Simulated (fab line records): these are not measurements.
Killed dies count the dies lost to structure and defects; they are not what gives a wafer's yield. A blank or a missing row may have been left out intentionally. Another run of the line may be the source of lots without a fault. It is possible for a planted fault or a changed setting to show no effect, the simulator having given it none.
Chamber matching ; flow gf180mcu ; 3 sister chambers for GF_PASSIVATION_CVD_00 on pecvd-01
The step deposits SiO2 from TEOS, target thk 1000 nm, time 111.95 s. 18 wafers are shown with their chamber, then 9 later ones without.

## WAFERS PAIRED WITH THEIR CHAMBERS
wafer;chamber;heater power w (W);rf fwd power W (W)
L074.1;2;479;597.2
L074.2;1;618;595.3
L074.3;0;647;598.1
L075.1;1;734;594.8
L075.5;0;633;595.7
L075.6;2;577;595.9
L076.1;2;576;598.2
L076.3;0;632;599.3
L076.6;0;516;600.2
L081.2;1;729;600.6
L081.3;2;586;597.3
L081.4;0;632;598.6
L086.2;0;615;597.1
L086.4;1;721;597.4
L086.5;2;461;596.5
L088.1;0;529;597.5
L088.3;2;503;597.0
L088.5;1;597;596.9

SIGNATURES, as means of the wafers listed above
reading;chamber 0;chamber 1;chamber 2;scatter within a chamber
heater power w;600.57;679.80;530.33;58.3
rf fwd power W;598.071;597.000;597.017;1.57
Rule: distance of a wafer from a chamber = root of the sum over the readings of ((wafer's reading minus chamber's mean) / reading's scatter) squared. The wafer belongs to the nearest chamber; if the next one is less than 2 further off, it can't be placed. The scatter is the square root of a quotient: the sum, over the shown wafers, of each reading's squared deviation from its chamber's mean, divided by wafers minus chambers.

## WAFERS MISSING THEIR CHAMBER
wafer;heater power w (W);rf fwd power W (W)
L093.2;614;599.1
L093.3;589;599.3
L093.6;666;596.3
L094.2;685;597.1
L094.4;546;595.3
L094.5;636;594.7
L097.1;612;597.1
L097.2;534;596.3
L097.6;741;596.2

## THE CHAMBER EACH PASSED THROUGH
wafer;from the rows above;in truth
L093.2;can't be placed: 0 or 1 or 2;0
L093.3;can't be placed: 0 or 2 or 1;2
L093.6;can't be placed: 1 or 0 or 2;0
L094.2;can't be placed: 1 or 0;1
L094.4;can't be placed: 2 or 0 or 1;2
L094.5;can't be placed: 1 or 0 or 2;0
L097.1;can't be placed: 0 or 1 or 2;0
L097.2;can't be placed: 2 or 0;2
L097.6;can't be placed: 1 or 0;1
Placed correctly: 0 of 9. Cannot be placed on the basis of these rows: 9; the candidates contain the true chamber in 9. Number placed wrongly: 0.
